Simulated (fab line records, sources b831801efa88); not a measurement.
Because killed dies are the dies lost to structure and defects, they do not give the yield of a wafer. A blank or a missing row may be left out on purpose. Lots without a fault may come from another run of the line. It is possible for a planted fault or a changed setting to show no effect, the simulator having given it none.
fab line records | flow sky130
record: lots: 7 wafers: 21 lastDay: 50
route steps=708 shown VIA3@582 PAD_OPEN@708
lots untouched by any fault: they come from a run of this same line in which no faults occurred
startH: hours from the record's opening day to when the first of the lot's shown wafers began | waitH: hours from the lot's prior step to this one | " unchanged from the row above | L1.1+2: several wafers, shown together as one row | - no value present, or no start provided | * or withheld: withheld | < > ~ a bound
route shown NAME@n: names a module that has steps shown in the file, with the first one's number in the route | usual: mean/standard deviation of fault-free wafers | same: alike in all rows | chamber/n: place in a boat | sites: the reading at each site | _std_site: standard deviation across them | _edge_site: outer sites' mean less inner sites' | radiusMm: for every site, how far away it sits from the centre of the wafer | mask NAME#n: copy n | behind: tool/chamber where the wafer was last shaped | hold: why the lot was held/for how many hours/how that ended | device: which transistor (n, p or np) failed to switch | end of line: the same wafers' tests at the end of the route | for a step that has no rows: nothing shown but its recipe | killed: dies lost to structure and defects at the first sort, not the wafer's yield | map: a wafer's dies, x killed, . not, _ none there
set.NAME: the setting as run; set.NAME@STEP: as run at that earlier step | model.NAME: the simulator's own value behind a step, which no gauge read
a table for each step, a row for each wafer; lots at some steps of the route
services: when a tool's chamber went out of use (startH, in hours from the record's first day, below 0 if earlier), for how many hours, and the reason
== steps ==
step: SKY_VIA3_EXPOSE_09
recipe: maskId: VIM3 na: 0.8 sourceShape: annular sigmaInner: 0.55 sigmaOuter: 0.85 targetCdNm: 200 doseMj: 38
step: SKY_VIA3_PEB_10
recipe: pebTempC: withheld pebTimeS: withheld resist: KrF-thick
step: SKY_VIA3_DEVELOP_11
recipe: developTimeS: 60 resist: KrF-thick devTempC: 21
step: SKY_VIA3_CD_MEAS_12
recipe: targetCdNm: 200
usual: cdNm: 199.6/1.6
columns lot.wafer tool chamber startH waitH cdNm
L664.3 cdSem-01 - 959.06 - 201.4
L664.4 " - " " 200.5
L664.6 " - " " 202.0
L665.4 cdSem-02 - 965.83 - 197.6
L665.5 " - " " 197.8
L665.6 " - " " 198.1
L677.2 cdSem-02 - 1046.49 - 200.3
L677.3 " - " " 199.3
L677.4 " - " " 200.0
L678.2 cdSem-01 - 1050.79 - 200.5
L678.3 " - " " 200.7
L678.6 " - " " 199.6
L680.2 cdSem-02 - 1054.74 - 201.9
L680.3 " - " " 200.7
L680.5 " - " " 200.7
L682.2 cdSem-02 - 1075.24 - 198.4
L682.4 " - " " 198.9
L682.5 " - " " 199.4
L683.4 cdSem-01 - 1082.33 - 197.7
L683.5 " - " " 197.9
L683.6 " - " " 198.4
step: SKY_VIA3_OVL_MEAS_13
usual: VIA3_OVL: -1/6.8
columns lot.wafer tool chamber startH waitH VIA3_OVL[nm]
L664.3 overlay-02 - 959.15 0.1 -14
L664.4 " - " " -4
L664.6 " - " " 1
L665.4 overlay-02 - 965.91 0.1 -10
L665.5 " - " " -4
L665.6 " - " " -15
L677.2 overlay-01 - 1046.60 0.1 7
L677.3 " - " " 7
L677.4 " - " " -6
L678.2 overlay-01 - 1050.90 0.1 -4
L678.3 " - " " -1
L678.6 " - " " 2
L680.2 overlay-01 - 1054.85 0.1 7
L680.3 " - " " 5
L680.5 " - " " 2
L682.2 overlay-01 - 1075.35 0.1 3
L682.4 " - " " -6
L682.5 " - " " 2
L683.4 overlay-01 - 1082.41 0.1 -4
L683.5 " - " " 3
L683.6 " - " " -5
step: SKY_VIA3_ETCH_14
recipe: chemistry: N2/H2 target: BARC ionEnergyEv: 200 sourceW: 500 biasW: 100 pressureMtorr: 30 n2FlowSccm: 100 h2FlowSccm: 200 stopOn: SiO2 timeS: 45.9 targetDepthA: 600
usual: biasW: 100.0/0.33 drypumpMotorCurrentA: 5.7/0.48 oesProductAu: 0.855/0.005 throttleValvePct: 13.225/0.0082
columns lot.wafer tool chamber startH waitH biasW drypumpMotorCurrentA oesProductAu rfHoursCounterH throttleValvePct
L664.3 rieDiel-04 0 959.17 0.0 99.9 5.8 0.860 18 13.224
L664.4 " 1 " " 99.9 5.1 0.861 21 13.229
L664.6 " 3 " " 99.8 5.9 0.855 - 13.212
L665.4 rieDiel-02 2 965.92 0.0 100.2 5.9 0.859 6 13.229
L665.5 " 0 " " 99.7 6.2 0.865 - 13.229
L665.6 " 3 " " 100.3 6.2 0.855 - 13.223
L677.2 rieDiel-04 1 1046.63 0.0 100.4 5.1 0.855 24 13.223
L677.3 " 0 " " 100.0 5.8 0.856 21 13.230
L677.4 " 3 " " 100.3 5.8 0.855 14 13.223
L678.2 rieDiel-01 2 1050.93 0.0 99.9 5.3 0.853 16 13.233
L678.3 " 3 " " 100.2 5.0 0.858 27 13.232
L678.6 " 3 " " 99.5 5.1 0.855 - 13.223
L680.2 rieDiel-02 2 1054.88 0.0 99.7 5.9 0.845 9 13.229
L680.3 " 1 " " 99.7 6.6 0.856 14 13.225
L680.5 " 1 " " 100.0 6.6 0.854 - 13.232
L682.2 rieDiel-01 1 1075.38 0.0 99.6 5.2 0.861 19 13.222
L682.4 " 3 " " 100.0 5.0 0.864 28 13.234
L682.5 " 1 " " 99.8 5.2 0.847 - 13.234
L683.4 rieDiel-01 2 1082.43 0.0 100.1 5.3 0.860 17 13.234
L683.5 " 3 " " 100.3 5.1 0.853 - 13.219
L683.6 " 0 " " 99.6 5.7 0.858 - 13.222
step: SKY_VIA3_ETCH_15
recipe: target: SiO2 chemistry: C4F8/O2/Ar targetDepthNm: 507 stopOn: TiN maskMaterial: KrF-thick sourceW: 1500 biasW: 1200 pressureMtorr: 40 c4f8FlowSccm: withheld O2_flow_sccm: 6 Ar_flow_sccm: 300 timeS: 78
usual: biasW: 1200/3.5 oesProductAu: 0.946/0.0045
columns lot.wafer tool chamber startH waitH biasW oesProductAu rfHoursCounterH
L664.3 rieDiel-04 0 959.22 0.0 1200 0.942 19
L664.4 " 1 " " 1202 0.952 21
L664.6 " 3 " " 1204 0.942 -
L665.4 rieDiel-02 2 965.97 0.0 1205 0.949 6
L665.5 " 0 " " 1201 0.948 -
L665.6 " 3 " " 1201 0.941 -
L677.2 rieDiel-04 1 1046.67 0.0 1204 0.946 24
L677.3 " 0 " " 1203 0.951 21
L677.4 " 3 " " 1200 0.951 14
L678.2 rieDiel-01 2 1050.97 0.0 1195 0.949 16
L678.3 " 3 " " 1199 0.938 27
L678.6 " 3 " " 1203 0.943 -
L680.2 rieDiel-02 2 1054.92 0.0 1194 0.947 9
L680.3 " 1 " " 1197 0.945 14
L680.5 " 1 " " 1200 0.944 -
L682.2 rieDiel-01 1 1075.42 0.0 1204 0.950 19
L682.4 " 3 " " 1200 0.939 28
L682.5 " 1 " " 1201 0.941 -
L683.4 rieDiel-01 2 1082.47 0.0 1200 0.948 17
L683.5 " 3 " " 1206 0.932 -
L683.6 " 0 " " 1195 0.950 -
step: SKY_VIA3_STRIP_16
recipe: chemistry: O2/N2 powerW: 1400 pressureMtorr: 1500 platenTempC: withheld o2FlowSccm: 3000 n2FlowSccm: 300 overashFraction: 0.5
usual: drypumpMotorCurrentA: 5.65/0.17 oesProductAu: 0.402/0.0042 stripTimeToEndpointS: 4.130/0.02
columns lot.wafer tool chamber startH waitH drypumpMotorCurrentA oesProductAu rfHoursCounterH stripTimeToEndpointS
L664.3 plasmaAsher-02 1 959.31 0.1 5.88 0.397 - 4.140
L664.4 " 0 " " 5.61 0.400 - 4.126
L664.6 " 1 " " 5.87 0.405 - 4.156
L665.4 plasmaAsher-03 1 966.06 0.1 5.43 0.400 - 4.123
L665.5 " 1 " " 5.42 0.399 - 4.094
L665.6 " 0 " " 5.87 0.403 - 4.137
L677.2 plasmaAsher-02 1 1046.73 0.0 5.89 0.407 89 4.136
L677.3 " 1 " " 5.88 0.403 - 4.120
L677.4 " 0 " " 5.63 0.400 - 4.158
L678.2 plasmaAsher-03 0 1051.03 0.0 5.85 0.394 29 4.090
L678.3 " 1 " " 5.39 0.409 - 4.121
L678.6 " 0 " " 5.86 0.401 - 4.107
L680.2 plasmaAsher-03 1 1054.98 0.0 5.39 0.405 30 4.149
L680.3 " 0 " " 5.88 0.411 - 4.158
L680.5 " 1 " " 5.41 0.400 - 4.150
L682.2 plasmaAsher-01 0 1075.48 0.0 5.48 0.407 65 4.114
L682.4 " 0 " " 5.47 0.403 - 4.121
L682.5 " 1 " " 5.74 0.399 - 4.104
L683.4 plasmaAsher-03 1 1082.56 0.1 5.39 0.405 - 4.132
L683.5 " 1 " " 5.40 0.401 - 4.116
L683.6 " 0 " " 5.87 0.398 - 4.107
step: SKY_VIA3_STRIP_17
recipe: chemistry: postEtchResidueRemover timeS: 1200 tempC: 72.5
step: SKY_VIA3_CLEAN_18
recipe: chemistry: IPA timeS: 180 tempC: 25
step: SKY_VIA3_CLEAN_19
recipe: chemistry: O3/DIW dry: n2Spin
step: SKY_VIA3_SPUTTER_20
recipe: material: TiN targetThkNm: 20 chamberPressurePa: 5 powerW: 4000 timeS: 80
usual: chamberPressurePa: 5.001/0.0096 throttleValvePct: 30.1/0.79
columns lot.wafer tool chamber startH waitH chamberPressurePa throttleValvePct
L664.3 pvdSputter-03 - 959.87 0.0 4.987 30.3
L664.4 " - " " 4.998 29.7
L664.6 " - " " 5.001 30.1
L665.4 pvdSputter-02 - 966.65 0.0 5.014 31.4
L665.5 " - " " 4.985 29.9
L665.6 " - " " 5.000 29.1
L677.2 pvdSputter-02 - 1047.32 0.0 4.988 29.1
L677.3 " - " " 4.998 29.2
L677.4 " - " " 5.009 31.2
L678.2 pvdSputter-02 - 1051.62 0.0 4.998 29.7
L678.3 " - " " 4.998 31.7
L678.6 " - " " 5.003 29.5
L680.2 pvdSputter-03 - 1055.57 0.0 5.003 30.1
L680.3 " - " " 5.004 29.6
L680.5 " - " " 5.001 30.2
L682.2 pvdSputter-02 - 1076.11 0.0 4.995 29.9
L682.4 " - " " 4.994 29.3
L682.5 " - " " 4.997 29.3
L683.4 pvdSputter-03 - 1083.12 0.0 5.008 29.9
L683.5 " - " " 4.994 29.5
L683.6 " - " " 4.988 30.2
step: SKY_VIA3_CVD_21
recipe: material: W targetThkNm: 390 timeS: 117.31 tempC: 400 pressureTorr: 40
usual: chamberPressureTorr: 40.01/0.084 heaterPowerW: 818/76
columns lot.wafer tool chamber startH waitH chamberPressureTorr heaterPowerW
L664.3 cvdW-01 1 959.98 0.1 39.98 916
L664.4 " 0 " " 40.03 845
L664.6 " 0 " " 39.98 850
L665.4 cvdW-02 0 966.72 0.0 39.95 716
L665.5 " 0 " " 39.98 718
L665.6 " 1 " " 39.95 764
L677.2 cvdW-02 0 1047.38 0.0 40.00 743
L677.3 " 0 " " 40.01 703
L677.4 " 1 " " 39.92 775
L678.2 cvdW-01 1 1051.68 0.0 40.00 875
L678.3 " 0 " " 40.12 855
L678.6 " 1 " " 39.90 907
L680.2 cvdW-02 1 1055.64 0.0 40.00 776
L680.3 " 0 " " 39.97 709
L680.5 " 0 " " 39.93 719
L682.2 cvdW-01 0 1076.18 0.0 40.05 874
L682.4 " 1 " " 39.91 914
L682.5 " 1 " " 39.90 897
L683.4 cvdW-02 0 1083.22 0.1 40.07 728
L683.5 " 0 " " 40.20 701
L683.6 " 1 " " 40.06 778
step: SKY_VIA3_RS_MEAS_22
recipe: thkMeasGauge: four-point-probe reads: W_of_VIA3_CVD_21+TiN_of_VIA3_SPUTTER_20
usual: VIA3_W_RS: 0.297/0.0033
columns lot.wafer tool chamber startH waitH hold VIA3_W_RS[ohm/sq]
L664.3 filmMetro-02 - 960.10 0.1 - 0.295
L664.4 " - " " - 0.299
L664.6 " - " " - 0.294
L665.4 filmMetro-02 - 966.86 0.1 - 0.295
L665.5 " - " " - 0.296
L665.6 " - " " - 0.296
L677.2 filmMetro-03 - 1047.52 0.1 awaitDispo/0.2h/release 0.437
L677.3 " - " " awaitDispo/0.2h/release 0.422
L677.4 " - " " awaitDispo/0.2h/release 0.404
L677.2 filmMetro-03 - 1047.81 0.3 - 0.437
L677.3 " - " " - 0.422
L677.4 " - " " - 0.404
L678.2 filmMetro-03 - 1051.82 0.1 - 0.294
L678.3 " - " " - 0.300
L678.6 " - " " - 0.293
L680.2 filmMetro-03 - 1055.78 0.1 awaitDispo/0.2h/release 0.412
L680.3 " - " " awaitDispo/0.2h/release 0.431
L680.5 " - " " awaitDispo/0.2h/release 0.427
L680.2 filmMetro-03 - 1056.06 0.3 - 0.411
L680.3 " - " " - 0.431
L680.5 " - " " - 0.426
L682.2 filmMetro-03 - 1076.32 0.1 - 0.298
L682.4 " - " " - 0.298
L682.5 " - " " - 0.294
L683.4 filmMetro-02 - 1083.37 0.1 awaitDispo/0.2h/release 0.423
L683.5 " - " " awaitDispo/0.2h/release 0.429
L683.6 " - " " awaitDispo/0.2h/release 0.410
L683.4 filmMetro-02 - 1083.66 0.3 - 0.423
L683.5 " - " " - 0.429
L683.6 " - " " - 0.409
step: SKY_VIA3_THK_MEAS_23
recipe: thkMeasGauge: xrf reads: W_of_VIA3_CVD_21
usual: VIA3_W_THK: 385/5.3
columns lot.wafer tool chamber startH waitH hold VIA3_W_THK[nm]
L664.3 filmMetro-02 - 960.20 0.1 - 391
L664.4 " - " " - 387
L664.6 " - " " - 393
L665.4 filmMetro-02 - 966.95 0.1 - 391
L665.5 " - " " - 388
L665.6 " - " " - 391
L677.2 filmMetro-03 - 1049.25 1.4 awaitDispo/0.2h/release 296
L677.3 " - " " awaitDispo/0.2h/release 302
L677.4 " - " " awaitDispo/0.2h/release 309
L677.2 filmMetro-03 - 1049.47 0.2 - 296
L677.3 " - " " - 303
L677.4 " - " " - 308
L678.2 filmMetro-03 - 1051.93 0.1 - 387
L678.3 " - " " - 380
L678.6 " - " " - 391
L680.2 filmMetro-03 - 1059.40 3.3 awaitDispo/0.2h/release 307
L680.3 " - " " awaitDispo/0.2h/release 298
L680.5 " - " " awaitDispo/0.2h/release 300
L680.2 filmMetro-03 - 1059.68 0.3 - 305
L680.3 " - " " - 299
L680.5 " - " " - 301
L682.2 filmMetro-03 - 1076.43 0.1 - 387
L682.4 " - " " - 389
L682.5 " - " " - 389
L683.4 filmMetro-02 - 1088.34 4.7 awaitDispo/0.2h/release 303
L683.5 " - " " awaitDispo/0.2h/release 299
L683.6 " - " " awaitDispo/0.2h/release 304
L683.4 filmMetro-02 - 1088.56 0.2 - 302
L683.5 " - " " - 299
L683.6 " - " " - 305
step: SKY_VIA3_CMP_24
recipe: stopOn: SiO2 tOverpolishS: 20 downForcePsi: 3.5 platenRpm: 60 targetThkNm: 0 padVelocityMS: 0.94248
usual: headPressurePsi: 3.500/0.0076 motorCurrentA: 11.3/1.1 overpolishRunS: 20.000/0.0087 slurryFilterDpKPa: 13.51/0.14 slurryFlowMlMin: 150.0/0.51 timeToEndpointS: 93/3
columns lot.wafer tool chamber startH waitH hold headPressurePsi motorCurrentA overpolishRunS slurryFilterDpKPa slurryFlowMlMin timeToEndpointS
L664.4 cmp-01 1 960.34 0.1 - 3.512 11.2 19.995 13.69 150.0 92
L664.3 " 2 " " - 3.499 10.7 20.002 13.39 149.0 97
L664.6 " 0 " " - 3.504 10.9 20.001 13.21 150.5 87
L665.4 cmp-02 2 967.03 0.1 - 3.503 13.0 19.993 13.43 150.1 95
L665.6 " 1 " " - 3.500 12.7 20.012 13.35 149.8 96
L665.5 " 2 " " - 3.495 12.4 19.976 13.55 150.1 93
L678.2 cmp-02 3 1052.03 0.1 - 3.516 10.7 19.996 13.51 149.5 94
L678.3 " 0 " " - 3.498 9.7 19.989 13.62 149.9 96
L678.6 " 2 " " - 3.497 12.4 19.999 13.61 149.7 92
L677.4 cmp-02 2 1053.61 4.1 awaitDispo/4.1h/release 3.505 12.4 19.992 13.49 149.3 90
L677.2 " 3 " " awaitDispo/4.1h/release 3.503 11.2 20.008 13.63 150.1 90
L677.3 " 0 " " awaitDispo/4.1h/release 3.499 9.8 19.991 13.34 149.6 93
L682.4 cmp-02 3 1076.48 0.0 - 3.491 11.0 19.986 13.41 149.9 95
L682.2 " 1 " " - 3.499 12.9 20.007 13.33 150.6 91
L682.5 " 3 " " - 3.510 11.1 20.003 13.69 149.6 97
L683.4 cmp-02 1 1091.91 3.3 awaitDispo/3.3h/release 3.503 12.8 19.992 13.73 150.8 92
L683.6 " 0 " " awaitDispo/3.3h/release 3.498 9.6 20.013 13.51 149.9 95
L683.5 " 1 " " awaitDispo/3.3h/release 3.499 12.8 20.005 13.42 150.0 93
step: SKY_PAD_OPEN_PROBE_99
usual: defectLimitedYield: 82.5/2 killed_at_M0_to_M3: 44/7 killed_at_M4_up: 3.4/1.7 killedAtContacts: 24/4.9 killedAtFrontEnd: 15/4.5 killedAtOther: 0.4/0.61 killedDies: 86/9.7 killedOpen: 47/7.1 killedShort: 39/6.1 sort_bin_3_pad_short: 0.9/0.42 sort_bin_5_function: 10.4/1.4 sort_bin_6_memory: 6.2/1.2 sortNPass: 406/9.7 sortYieldPct: 82.5/2
same: grossDies: 492 killedAtBackSide: 0 sort_bin_4_leakage[%]: 0 sort_bin_8_speed[%]: 0
columns lot.wafer tool chamber startH waitH defectLimitedYield[%] killed_at_M0_to_M3 killed_at_M4_up killedAtContacts killedAtFrontEnd killedAtOther killedDies killedOpen killedShort sort_bin_3_pad_short[%] sort_bin_5_function[%] sort_bin_6_memory[%] sortNPass sortYieldPct[%]
L664.3 prober-02 - 1102.59 0.2 83.5 38 3 30 9 1 81 52 29 0.8 11.0 4.7 411 83.5
L664.4 prober-02 - 1102.64 0.2 81.9 47 4 25 13 0 89 50 39 1.2 10.8 6.1 403 81.9
L664.6 prober-02 - 1102.74 0.2 82.1 41 7 27 13 0 88 41 47 0.6 11.8 5.5 404 82.1
L665.4 prober-01 - 1107.29 0.2 83.7 37 7 26 10 0 80 42 35 1.0 9.1 6.1 412 83.7
L665.5 prober-01 - 1107.34 0.2 81.5 39 6 28 17 1 91 46 41 1.0 10.8 6.7 401 81.5
L665.6 prober-01 - 1107.39 0.2 81.5 48 4 19 20 0 91 43 45 1.2 10.0 7.3 401 81.5
L677.2 prober-02 - 1174.90 0.1 84.3 40 5 15 17 0 77 42 34 1.0 10.2 4.5 415 84.3
L677.3 prober-02 - 1174.95 0.2 82.9 36 4 30 12 2 84 48 36 0.8 8.7 7.5 408 82.9
L677.4 prober-02 - 1175.00 0.2 84.3 39 3 27 7 1 77 50 26 1.0 9.6 5.1 415 84.3
L683.4 prober-02 - 1202.99 0.2 83.5 35 4 25 17 0 81 42 39 0.6 10.0 5.9 411 83.5
L683.5 prober-02 - 1203.04 0.2 81.9 53 3 20 12 1 89 43 46 1.6 9.3 7.1 403 81.9
L683.6 prober-02 - 1203.09 0.2 83.5 40 2 25 14 0 81 38 43 1.2 10.2 5.1 411 83.5
killed by level:class
L664.3 CONTACT:geometricParticle:open=12 VIA1:geometricParticle:open=9 LI_CONTACT:geometricParticle:open=8 VIA1:geometricParticle:short=6 VIA3:geometricParticle:open=6 METAL2:geometricParticle:short=5 CONTACT:geometricParticle:short=5 VIA2:geometricParticle:open=5
L664.4 VIA1:geometricParticle:open=8 CONTACT:geometricParticle:open=8 VIA3:geometricParticle:open=7 CONTACT:geometricParticle:short=6 VIA2:geometricParticle:open=6 METAL1:geometricParticle:short=6 METAL1:geometricParticle:open=5 METAL2:geometricParticle:short=5
L664.6 VIA1:geometricParticle:open=10 LI_CONTACT:geometricParticle:open=8 METAL4:geometricParticle:short=6 CONTACT:geometricParticle:open=6 METAL1:geometricParticle:short=6 METAL2:geometricParticle:short=5 VIA2:geometricParticle:short=5 FIELD_ISO:geometricParticle:open=4
L665.4 VIA1:geometricParticle:open=10 LI_CONTACT:geometricParticle:open=8 CONTACT:geometricParticle:short=6 VIA1:geometricParticle:short=6 LI_CONTACT:geometricParticle:short=5 VIA2:geometricParticle:open=5 FIELD_ISO:geometricParticle:open=4 CONTACT:geometricParticle:open=4
L665.5 CONTACT:geometricParticle:open=10 VIA1:geometricParticle:open=8 LI_CONTACT:geometricParticle:open=7 METAL2:geometricParticle:short=7 VIA2:geometricParticle:open=6 VIA1:geometricParticle:short=6 CONTACT:geometricParticle:short=5 POLY_GATE:geometricParticle:short=4
L665.6 VIA3:geometricParticle:open=9 VIA1:geometricParticle:short=8 CONTACT:geometricParticle:open=8 VIA1:geometricParticle:open=7 LI_CONTACT:geometricParticle:open=5 VIA2:geometricParticle:open=5 FIELD_ISO:geometricParticle:short=4 POLY_GATE:geometricParticle:open=4
L677.2 VIA1:geometricParticle:open=12 CONTACT:geometricParticle:open=6 LI_CONTACT:geometricParticle:open=5 METAL2:geometricParticle:short=5 VIA3:geometricParticle:open=5 FIELD_ISO:geometricParticle:open=4 METAL1:geometricParticle:short=4 VIA1:geometricParticle:short=4
L677.3 CONTACT:geometricParticle:open=13 LI_CONTACT:geometricParticle:open=6 LOCAL_INTERCONNECT:geometricParticle:short=6 METAL1:geometricParticle:short=6 VIA2:geometricParticle:open=6 VIA3:geometricParticle:open=6 VIA1:geometricParticle:short=5 POLY_GATE:geometricParticle:open=5
L677.4 VIA1:geometricParticle:open=12 CONTACT:geometricParticle:open=8 LI_CONTACT:geometricParticle:open=7 LOCAL_INTERCONNECT:geometricParticle:short=6 VIA2:geometricParticle:open=6 METAL2:geometricParticle:open=4 FIELD_ISO:geometricParticle:open=3 CONTACT:geometricParticle:short=3
L683.4 VIA1:geometricParticle:open=9 POLY_GATE:geometricParticle:short=6 CONTACT:geometricParticle:short=6 CONTACT:geometricParticle:open=6 VIA2:geometricParticle:open=6 FIELD_ISO:geometricParticle:open=5 METAL1:geometricParticle:short=5 LI_CONTACT:geometricParticle:open=4
L683.5 VIA1:geometricParticle:open=11 CONTACT:geometricParticle:open=7 METAL1:geometricParticle:short=7 METAL2:geometricParticle:short=7 VIA2:geometricParticle:open=7 VIA3:geometricParticle:open=6 LOCAL_INTERCONNECT:geometricParticle:short=5 VIA1:geometricParticle:short=5
L683.6 POLY_GATE:geometricParticle:short=9 VIA1:geometricParticle:open=9 CONTACT:geometricParticle:open=8 VIA3:geometricParticle:open=7 METAL2:geometricParticle:short=6 LI_CONTACT:geometricParticle:open=5 LOCAL_INTERCONNECT:geometricParticle:short=4 CONTACT:geometricParticle:short=4
== services ==
columns tool chamber startH hours kind
rieDiel-01 2 940.84 7.3 repair
cmp-01 - 941.94 1.1 repair
plasmaAsher-03 - 949.05 14.6 pm
pvdSputter-02 0 952.87 - consumableReplace:kit
pvdSputter-02 0 952.87 18.0 scheduledDown
pvdSputter-02 0 952.87 18.0 ventCycle
rieDiel-01 1 969.33 19.9 repair
rieDiel-02 3 974.01 12.0 repair
plasmaAsher-02 - 1001.02 6.4 repair
cvdW-01 0 1005.84 2.9 repair
cvdW-02 1 1021.33 5.4 repair
rieDiel-01 - 1028.10 4.2 repair
cmp-01 - 1042.19 10.5 pm
rieDiel-01 1 1053.00 20.2 repair
pvdSputter-02 - 1054.42 3.2 repair
cmp-02 - 1054.84 4.6 pm
rieDiel-01 - 1056.77 2.8 pm
rieDiel-04 3 1062.01 1.8 repair
rieDiel-04 3 1066.56 6.9 repair
plasmaAsher-02 - 1081.60 10.9 repair
cmp-02 - 1084.12 4.0 pm
cmp-02 - 1088.12 - consumableReplace:conditioner
cmp-02 - 1088.12 - consumableReplace:pad
rieDiel-02 - 1090.71 2.8 pm
== key ==
firstSign: step: SKY_VIA3_RS_MEAS_22 reading: visit direction: added
effect: step: SKY_VIA3_RS_MEAS_22 reading: VIA3_W_RS direction: up sigmas: 38 usual: 0.297 struck: 0.422
effect: step: SKY_VIA3_THK_MEAS_23 reading: visit direction: added
effect: step: SKY_VIA3_THK_MEAS_23 reading: VIA3_W_THK direction: down sigmas: 16 usual: 385 struck: 302
metAt SKY_VIA3_CVD_21
struckWafers L677.2,L677.3,L677.4,L680.2,L680.3,L680.5,L683.4,L683.5,L683.6
rowsEnd L680.2,L680.3,L680.5
onsetBetween 966.72 1047.38
fault: kind: siteProfileDrift tool: cvdW-02 chamber: - onsetH: 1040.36 steps: SKY_VIA3_CVD_21 basis: fraction maxAbsDrift: 0.4544 slopeSharePerHr: 100.98 sitePattern: 0,0,0,0,0,-1,-1,-1,-1
rowsEnd: these wafers met a further fault down the route, and their rows from its step on are left out
